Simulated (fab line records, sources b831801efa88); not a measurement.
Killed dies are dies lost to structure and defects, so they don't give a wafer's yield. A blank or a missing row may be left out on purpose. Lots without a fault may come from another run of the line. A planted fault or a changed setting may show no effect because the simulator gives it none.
Problem report in the 8D (eight disciplines) form, filled by code | flow sfq_line | the parts of the form that need people (team, actions taken, sign-off) are left out

1. THE PROBLEM
time_to_endpoint_s at SFQ_TRILAYER_I0_CMP_CMP_028 reads a mean of 276 s on 4 wafers of 3 lots; wafers without a fault read 215 s with a standard deviation of 8.2. That is +7.5 standard deviations from the usual mean.
The step: polishes SiO2.
First seen on wafer L975.3, day 15 15:31, on cmp-01. The record holds 43 wafers of 15 lots with a number at this step. Rule for "out", or "out of limits": more than 4 standard deviations from the usual mean. The other wafers with a number count as sound.

2. WHAT IT IS AND WHAT IT IS NOT
question                    | is                             | is not
which readings at this step | time_to_endpoint_s             | motor_current_A, retaining_ring_pressure_frac
which lots                  | L975, L977, L978               | L965, L966, L967, L968, L970, L971, L972, L973, L974, L985, L986, L987
which wafers of those lots  | L975.3, L977.3, L978.3, L978.5 | L975.2, L977.4, L978.1
read on which tools         | cmp-01                         | cmp-02
when                        | from day 15 15:31              | up to then (28 sound wafers); but 11 sound wafers of L977, L978, L985, L986, L987 came after

3. SUSPECTS, AND WHAT RULES EACH OUT
Counting: a tool at a process step up to the reading stays a suspect if it ran every lot that is out. Sound lots after the first of them don't rule it out here, since some wafers of a struck lot are sound.
- cmp-01 at SFQ_TRILAYER_I0_CMP_CMP_028 (polishes SiO2): kept. It ran every lot that is out, first L975 (day 15 14:31); its last sound lot up to then is L974 (day 15 07:50). Its own readings are out on those wafers: time_to_endpoint_s.
- Within cmp-01 at SFQ_TRILAYER_I0_CMP_CMP_028: the wafers that are out ran in chambers 2, 3; their sound lot-mates ran in chamber 1.
Left after counting: cmp-01 at SFQ_TRILAYER_I0_CMP_CMP_028.

4. THE CAUSE (what the simulator had put in)
Process parameter drift: cmp-01, from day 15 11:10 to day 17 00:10, at SFQ_TRILAYER_I0_CMP_CMP_028. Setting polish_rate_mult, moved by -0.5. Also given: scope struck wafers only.
Counting left only this tool.

5. THE CHAIN OF EFFECTS, in route order
Each row: a reading whose mean over the struck wafers that have a number lies more than 3 standard deviations from the usual. Only readings for which the record gives a usual standard deviation are gone through. hours: the time from each lot's start at the first step in this table that gives one to its start at this step, as a median over the lots. sigmas: the change in usual standard deviations.
hours | step                                  | reading            | usual      | on struck wafers | change | sigmas
0     | SFQ_TRILAYER_I0_CMP_CMP_028           | time_to_endpoint_s | 215 s      | 276              | +62    | +7.5
3     | SFQ_TRILAYER_I0_METRO_MEASURE_029     | thk_nm             | 199.7 nm   | 302.1            | +102.4 | +99 or more
118   | SFQ_TRILAYER_I0_VIA_ETCH_VIA_ETCH_034 | oes_product_au     | 0.853 a.u. | 0.997            | +0.144 | +30
The process steps in it:
- SFQ_TRILAYER_I0_CMP_CMP_028: polishes SiO2.
- SFQ_TRILAYER_I0_METRO_MEASURE_029
- SFQ_TRILAYER_I0_VIA_ETCH_VIA_ETCH_034: etches SiO2 in CHF3, stops on Nb, target depth 260 nm.
Later measuring or inspecting steps at which every struck wafer that the step has a row for has a number for every such reading, and none has moved that far: SFQ_M8_OVL_MEAS_948.

6. WHAT WOULD HAVE CAUGHT IT SOONER
In this record the first reading out of limits was taken at day 15 15:31, 4 hours after the fault began at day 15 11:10.
